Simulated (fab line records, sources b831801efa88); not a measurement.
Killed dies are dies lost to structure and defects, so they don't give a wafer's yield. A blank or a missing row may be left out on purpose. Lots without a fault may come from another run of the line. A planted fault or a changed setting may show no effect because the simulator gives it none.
Which tool did it? | flow sky130 | 7 lots, 20 wafers sampled, at 2 steps of a route of 708

WHAT THE GAUGES READ, wafer by wafer
SKY_LOCAL_INTERCONNECT_RS_MEAS_01: measures by four-point-probe.
lot  | measured     | on            | LOCAL_INTERCONNECT_TIN_RS (ohm/sq)
L203 | day 28 21:14 | film_metro-03 | 14.06 13.92 14.07
L205 | day 29 19:27 | film_metro-03 | 13.90 13.93 14.16
L207 | day 30 12:09 | film_metro-03 | 14.47 14.23 14.16
L214 | day 32 13:12 | film_metro-01 | 14.15 15.32
L218 | day 33 21:00 | film_metro-01 | 14.24 14.25 14.15
L221 | day 35 08:20 | film_metro-03 | 13.80 13.96 13.95
L225 | day 35 22:52 | film_metro-04 | 14.05 14.01 14.03

WHICH TOOL RAN EACH LOT (tool, then ch and the chambers of the sampled wafers, then the start)
lot  | SKY_LOCAL_INTERCONNECT_SPUTTER_00
L203 | pvd_sputter-04, day 28 21:10
L205 | pvd_sputter-04, day 29 19:23
L207 | pvd_sputter-02, day 30 12:05
L214 | pvd_sputter-04, day 32 13:08
L218 | pvd_sputter-02, day 33 20:56
L221 | pvd_sputter-03, day 35 08:16
L225 | pvd_sputter-03, day 35 22:47
- SKY_LOCAL_INTERCONNECT_SPUTTER_00: material TiN, target thk 100 nm, time 83.3 s.

THE ANSWER, worked out from the rows above alone
Rule: what is usual is taken from the lots themselves. Put in order of their means at a reading, lots are off if they are a third of the lots or fewer, leave a main group of 4 or more, and stand apart from it by a gap of 3 or more times the standard deviation of the main group's means; of several such gaps the widest counts. A main group whose means are all the same, to the digits that the tables above print for the reading, isn't used. A lot without any number at a reading at which 4 lots or more have one is off too. The other lots that the step has rows for count as sound.
Off: L214, at SKY_LOCAL_INTERCONNECT_RS_MEAS_01 (LOCAL_INTERCONNECT_TIN_RS). The main group: mean 14.07 ohm/sq, standard deviation 0.13.
A tool fits if, at a process step before that reading, it ran every lot that is off, and no sound lot after the first of them. The gauges at SKY_LOCAL_INTERCONNECT_RS_MEAS_01 are tried like those tools. One fits: pvd_sputter-04 at SKY_LOCAL_INTERCONNECT_SPUTTER_00. Its last sound lot is L205 (day 29 19:23), its first lot that is off L214 (day 32 13:08): a fault that began between those two fits.

WHAT THE SIMULATOR HAD PUT IN
Process parameter drift: pvd_sputter-04, from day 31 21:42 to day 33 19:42, at SKY_LOCAL_INTERCONNECT_SPUTTER_00. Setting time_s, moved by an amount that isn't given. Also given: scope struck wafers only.
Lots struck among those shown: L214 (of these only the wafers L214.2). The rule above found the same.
